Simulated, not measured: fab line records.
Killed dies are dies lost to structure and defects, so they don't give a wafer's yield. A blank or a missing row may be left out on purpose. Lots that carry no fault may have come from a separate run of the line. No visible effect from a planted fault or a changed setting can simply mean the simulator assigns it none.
Code-filled problem report in 8D (eight disciplines) form ; flow sky130 ; the parts of the form that need people (team, actions taken, sign-off) are left out

## 1. THE ISSUE
Mean SONOS_TUNNEL_TW at SKY_SONOS_TUNNEL_TW_MEAS_12: 30.1 over 6 wafers in 2 lots; fault-free wafers: 195.6, standard deviation 2.7. That puts it -61 standard deviations away from the usual mean.
The first sign was on wafer L197.1 at day 18 00:14, on film metro-01. The record holds 42 wafers of 14 lots with a number at this step. Rule for "out" (also "out of limits"): further than 4 standard deviations from the usual mean. Any other wafer with a number is counted as sound.

## 2. WHAT THIS IS AND IS NOT
question;is;is not
which readings at this step;SONOS_TUNNEL_TW;-
which lots;L197, L198;L178, L179, L181, L183, L184, L185, L186, L187, L188, L190, L200, L201
which wafers of those lots;all that have a number;-
read on which gauges;film metro-01;film metro-03, film metro-04
when;from day 18 00:14;"up to then (30 sound wafers); but 6 sound wafers of L200, L201 came after"

## 3. WHAT RULES OUT EACH SUSPECT
Counting: a tool at a process step up to the reading stays a suspect if it ran every lot that is out and no sound lot after the first of them.
- the gauge at SKY_SONOS_TUNNEL_TW_MEAS_12 has been ruled out. All the wafers that are out were read on film metro-01, but those of them that SKY_PAD_OPEN_PROBE_99 has rows for are out there too, on other tools.
- litho track-03 at SKY_SONOS_TUNNEL_DEVELOP_06 (develop time 60 s): kept. Every lot that is out went through it, starting with L197 (day 17 23:30), and after that it ran no sound lot; the last sound lot it ran before then is L188 (day 14 18:03).
The count leaves litho track-03 at SKY_SONOS_TUNNEL_DEVELOP_06.

## 4. THE CAUSE (what the simulator had put in)
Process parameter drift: litho track-03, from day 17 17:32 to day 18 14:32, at SKY_SONOS_TUNNEL_DEVELOP_06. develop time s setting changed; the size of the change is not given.
After counting, this tool was the only one left.

## 5. THE CHAIN OF EFFECTS, in route order
Each row: a reading where the mean over the struck wafers with a number is more than 3 standard deviations away from the usual. Only readings for which the record gives a usual standard deviation are gone through. hours: the time from each lot's start at the first step in this table that gives one to its start at this step, as a median over the lots. sigmas: the change in usual standard deviations.
hours;step;reading;usual;on struck wafers;change;sigmas
0;SKY_SONOS_TUNNEL_TW_MEAS_12;SONOS_TUNNEL_TW;195.6;30.1;-165.5;-61
776;SKY_PAD_OPEN_PROBE_99;killed at front end;16;426;+410;+95
776;SKY_PAD_OPEN_PROBE_99;killed dies;86;492;+406;+43
776;SKY_PAD_OPEN_PROBE_99;killed on rim;17;96;+79;+21
Here are the process steps it includes:
- SKY_PAD_OPEN_PROBE_99
Readings that are blank on the struck wafers while sound wafers have them: cd nm at SKY_SONOS_TUNNEL_CD_MEAS_07; SONOS_TUNNEL_OVL at SKY_SONOS_TUNNEL_OVL_MEAS_08.

## 6. WHAT WOULD HAVE CAUGHT IT SOONER
7 hours passed between the start of the fault at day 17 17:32 and the first reading out of limits at a measuring or inspecting step in this record, taken at day 18 00:14.
Between SKY_SONOS_TUNNEL_DEVELOP_06 and SKY_SONOS_TUNNEL_TW_MEAS_12, SKY_SONOS_TUNNEL_CD_MEAS_07 gave no cd nm and SKY_SONOS_TUNNEL_OVL_MEAS_08 gave no SONOS_TUNNEL_OVL on the struck wafers, where sound wafers have one: a measuring or inspecting step that comes back empty is itself a sign.
Of the lots that are out (2), L198 began SKY_SONOS_TUNNEL_DEVELOP_06 on litho track-03 after day 18 00:14. A hold on the tool at that time would have spared it.
